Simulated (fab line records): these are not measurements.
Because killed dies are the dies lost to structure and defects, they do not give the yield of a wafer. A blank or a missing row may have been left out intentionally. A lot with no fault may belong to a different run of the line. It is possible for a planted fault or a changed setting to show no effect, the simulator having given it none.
Comparing a struck lot with a sound one + flow gf180mcu + 15 steps out of a route of 602
Sound: these wafers, L587.2, L587.3, L587.6. Struck: wafers L594.3, L594.5, L594.6. Last of all comes the cause.
At each step with rows: each side's tool, then ch and its chambers, then its first start. Under that, the readings that differ: sound wafers + struck wafers + difference of the means + sigmas: that difference in standard deviations of wafers without a fault.
alike: readings with means less than 2 such deviations apart, plus words and numbers identical on both sides. not compared: withheld readings, readings lacking a value on some wafer, bounds such as >300 that could conceal the same value, and numbers that have no deviation in the record and whose values overlap.
Wherever a step has rows on one side only, a row that says differs or no value, or a row with sigmas, the two part there. Numbers that have no deviation but don't overlap get no sigmas and don't part them. A reading missing from all wafers of one side parts the sides only when that side holds two or more wafers.

first, 1 step without rows for these wafers: GF_PSD_CLEAN_12 (cleans in SC1/SC2, time 150 s).
GF_PSD_RTA_13: time 20 s.
  sound on rtp anneal-02 ch 0, day 20 02:21; struck on rtp anneal-02 ch 0, day 22 04:57
  alike: anneal temp c max, lamp power pct, wafer_temp_C_max
GF_PSD_RS_MEAS_14: the measuring method here is four-point-probe.
  sound: film metro-04 at day 20 02:26; struck: film metro-02 at day 22 05:02
  alike: NSD_RS
GF_PSD_RS_MEAS_15: the measuring method here is four-point-probe.
  sound: film metro-04 at day 20 02:34; struck: film metro-02 at day 22 05:10
  alike: PSD_RS
GF_SAB_CVD_00: deposits SiO2 from TEOS, target thk 50 nm, time 4.9302 s.
  sound on pecvd-03 ch 0,2, day 20 02:40; struck on pecvd-03 ch 0,1,2, day 22 05:14
  alike: heater power w
GF_SAB_THK_MEAS_01:
  sound: film metro-02 at day 20 02:41; struck: film metro-03 at day 22 05:17
  alike: SAB_CVD_00_THK
then, 6 steps without rows for these wafers: GF_SAB_DEHYDRATE_02 (time 60 s); GF_SAB_HMDS_03 (prime time 60 s); GF_SAB_COAT_04 (resist thk 1000 nm); GF_SAB_SOFTBAKE_05 (time 60 s); GF_SAB_EXPOSE_06 (exposes mask SAB, target cd 420 nm); GF_SAB_PEB_07.
GF_SAB_DEVELOP_08: develop time 60 s.
  sound on litho track-01 ch 0, day 21 02:34; struck on litho track-01 ch 0, day 23 04:09
GF_SAB_CD_MEAS_09: the cd target is 420 nm.
  sound: cd sem-02 at day 21 02:43; struck: cd sem-02 at day 23 04:49
| reading    | sound             | struck            | difference | sigmas |
|------------|-------------------|-------------------|------------|--------|
| cd nm (nm) | 418.5 417.5 416.5 | 534.2 532.5 534.7 | +116.3     | +55    |
  not compared: hold
GF_PASSIVATION_PROBE_99:
  rows exist in the record for the sound wafers here (prober-02, day 33 16:27), none for the struck ones

WHERE THEY PART
Earliest at GF_SAB_CD_MEAS_09; latest, in this record, at GF_PASSIVATION_PROBE_99.

WHY: the cause the simulator had injected
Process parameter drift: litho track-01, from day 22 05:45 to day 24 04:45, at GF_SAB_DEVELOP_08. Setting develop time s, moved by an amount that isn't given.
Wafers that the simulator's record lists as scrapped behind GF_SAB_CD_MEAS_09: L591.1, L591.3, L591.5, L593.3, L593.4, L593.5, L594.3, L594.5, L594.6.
